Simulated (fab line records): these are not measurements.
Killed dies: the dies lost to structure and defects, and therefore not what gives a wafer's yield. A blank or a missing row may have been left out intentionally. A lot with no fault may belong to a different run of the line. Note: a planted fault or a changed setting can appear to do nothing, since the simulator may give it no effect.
Which tool was responsible? + flow sky130 + Sampling: 13 lots, 39 wafers, 4 of 708 route steps

== WHAT THE GAUGES SHOWED, per wafer ==
SKY_NWELL_RS_MEAS_31: measures by four-point-probe.
| lot  | measured     | on            | PWDE_RS (ohm/sq) |
|------|--------------|---------------|------------------|
| L294 | day 5 19:52  | film metro-04 | 5255 5273 5279   |
| L295 | day 6 03:20  | film metro-01 | 5296 5270 5264   |
| L296 | day 6 10:16  | film metro-01 | 5287 5293 5297   |
| L297 | day 6 14:52  | film metro-04 | 5284 5312 5305   |
| L298 | day 6 22:01  | film metro-03 | 5262 5266 5260   |
| L299 | day 7 06:44  | film metro-03 | 5286 5271 5267   |
| L301 | day 7 12:40  | film metro-01 | 5286 5297 5290   |
| L302 | day 7 19:47  | film metro-01 | 5284 5275 5287   |
| L303 | day 8 03:00  | film metro-04 | 5278 5285 5292   |
| L304 | day 8 07:35  | film metro-04 | 5276 5268 5264   |
| L309 | day 9 12:40  | film metro-04 | 5257 5262 5262   |
| L313 | day 10 16:45 | film metro-03 | 5268 5309 5271   |
| L314 | day 10 22:10 | film metro-04 | 5279 5274 5272   |

SKY_SONOS_ONO_THK_MEAS_05.
| lot  | measured     | on            | SONOS_ONO_CVD_04_THK (nm) |
|------|--------------|---------------|---------------------------|
| L294 | day 12 09:45 | film metro-04 | 5.56 5.55 5.55            |
| L295 | day 12 19:07 | film metro-02 | 5.60 5.72 5.78            |
| L296 | day 13 00:52 | film metro-03 | 5.55 5.49 5.44            |
| L297 | day 13 08:04 | film metro-03 | 5.57 5.73 5.68            |
| L298 | day 13 18:49 | film metro-02 | 5.83 5.76 5.91            |
| L299 | day 14 06:05 | film metro-03 | 5.80 5.86 5.81            |
| L301 | day 14 20:22 | film metro-04 | 5.82 5.84 5.81            |
| L302 | day 14 23:14 | film metro-03 | 5.68 5.52 5.60            |
| L303 | day 15 08:40 | film metro-02 | 5.57 5.45 5.49            |
| L304 | day 15 14:04 | film metro-04 | 5.72 5.84 5.77            |
| L309 | day 17 03:40 | film metro-02 | 5.94 6.07 5.96            |
| L313 | day 18 18:55 | film metro-02 | 5.78 5.79 5.78            |
| L314 | day 19 00:17 | film metro-03 | 6.01 6.01 5.99            |

== WHICH TOOL RAN EACH LOT (tool, then ch and the chambers of the sampled wafers, then the start) ==
| lot  | SKY_FIELD_ISO_ETCH_17           | SKY_NWELL_IMPLANT_11           |
|------|---------------------------------|--------------------------------|
| L294 | rie si-02 ch 0,1, day 2 15:40   | implanter-03 ch 0, day 5 01:53 |
| L295 | rie si-01 ch 1,3, day 2 20:06   | implanter-04 ch 0, day 5 08:16 |
| L296 | rie si-01 ch 1,2, day 3 03:06   | implanter-01 ch 0, day 5 13:59 |
| L297 | rie si-02 ch 0,2, day 3 09:10   | implanter-04 ch 0, day 5 18:34 |
| L298 | rie si-01 ch 1,2,3, day 3 13:30 | implanter-01 ch 0, day 6 02:16 |
| L299 | rie si-01 ch 0,1,3, day 3 20:25 | implanter-01 ch 0, day 6 10:04 |
| L301 | rie si-01 ch 1,2,3, day 4 02:22 | implanter-04 ch 0, day 6 16:22 |
| L302 | rie si-01 ch 0,2,3, day 4 08:34 | implanter-03 ch 0, day 6 23:16 |
| L303 | rie si-01 ch 0,1,3, day 4 14:52 | implanter-01 ch 0, day 7 05:37 |
| L304 | rie si-01 ch 0,1,3, day 4 19:31 | implanter-04 ch 0, day 7 10:37 |
| L309 | rie si-02 ch 1,2,3, day 5 20:19 | implanter-03 ch 0, day 8 14:02 |
| L313 | rie si-02 ch 2,3, day 6 19:12   | implanter-03 ch 0, day 9 17:07 |
| L314 | rie si-01 ch 0,3, day 6 23:04   | implanter-01 ch 0, day 9 22:29 |
- SKY_FIELD_ISO_ETCH_17: etches Si in HBr/Cl2/O2, target depth 342 nm, time 97.7 s.
- SKY_NWELL_IMPLANT_11

== WHAT THE TOOLS THEMSELVES READ (means of the sampled wafers that have a number; where no wafer has one, the mark that the record gives instead) ==
SKY_FIELD_ISO_ETCH_17.
| lot  | tool      | drypump motor current A (A) | oes product au (a.u.) | throttle valve pct (%) |
|------|-----------|-----------------------------|-----------------------|------------------------|
| L294 | rie si-02 | 5.3                         | 0.992                 | 25.668                 |
| L295 | rie si-01 | 6.2                         | 0.996                 | 25.661                 |
| L296 | rie si-01 | 6.0                         | 1.016                 | 25.650                 |
| L297 | rie si-02 | 5.9                         | 0.993                 | 25.661                 |
| L298 | rie si-01 | 6.1                         | 1.008                 | 25.653                 |
| L299 | rie si-01 | 6.0                         | 1.001                 | 25.654                 |
| L301 | rie si-01 | 6.1                         | 1.012                 | 25.643                 |
| L302 | rie si-01 | 5.8                         | 0.997                 | 25.654                 |
| L303 | rie si-01 | 6.0                         | 0.999                 | 25.654                 |
| L304 | rie si-01 | 6.0                         | 1.008                 | 25.653                 |
| L309 | rie si-02 | 5.4                         | 0.985                 | 25.664                 |
| L313 | rie si-02 | 5.4                         | 0.986                 | 25.652                 |
| L314 | rie si-01 | 5.7                         | 0.984                 | 25.666                 |

SKY_NWELL_IMPLANT_11.
| lot  | tool         | beam energy keV | faraday current uA |
|------|--------------|-----------------|--------------------|
| L294 | implanter-03 | 400.06          | 107.0              |
| L295 | implanter-04 | 400.03          | 107.0              |
| L296 | implanter-01 | 399.99          | 105.8              |
| L297 | implanter-04 | 399.92          | 109.2              |
| L298 | implanter-01 | 400.02          | 107.4              |
| L299 | implanter-01 | 400.01          | 106.8              |
| L301 | implanter-04 | 399.89          | 107.9              |
| L302 | implanter-03 | 399.86          | 106.6              |
| L303 | implanter-01 | 400.03          | 109.5              |
| L304 | implanter-04 | 400.04          | 106.6              |
| L309 | implanter-03 | 385.32          | 106.8              |
| L313 | implanter-03 | 385.49          | 106.2              |
| L314 | implanter-01 | 399.89          | 107.1              |

== THE ANSWER, worked out from the rows above alone ==
Rule: usual is defined by the lots themselves. Put in order of their means at a reading, lots are off if they are a third of the lots or fewer, leave a main group of 4 or more, and stand apart from it by a gap of 3 or more times the standard deviation of the main group's means; of several such gaps the widest counts. Not used: any main group whose means are identical at the precision the tables above print for the reading. A lot without any number at a reading at which 4 lots or more have one is off too. Where the step has rows for the other lots, those lots are counted as sound. Order of review: gauges by route order, followed by the tools' own readings, for which a lot's mean as printed above is used. At the first step where some lot is off, the reading lying furthest off is the one used; lots without a number count as furthest.
Off: L309, L313, at SKY_NWELL_IMPLANT_11 (beam energy keV). Main group: mean 399.98, sd 0.069.
If a tool, at that step or one of the process steps before it, ran each lot that is off and ran no sound lot following the first of them, it fits. Undecided on this evidence; 2 tools fit (rie si-02 at SKY_FIELD_ISO_ETCH_17, implanter-03 at SKY_NWELL_IMPLANT_11).

== WHAT THE SIMULATOR HAD INSERTED ==
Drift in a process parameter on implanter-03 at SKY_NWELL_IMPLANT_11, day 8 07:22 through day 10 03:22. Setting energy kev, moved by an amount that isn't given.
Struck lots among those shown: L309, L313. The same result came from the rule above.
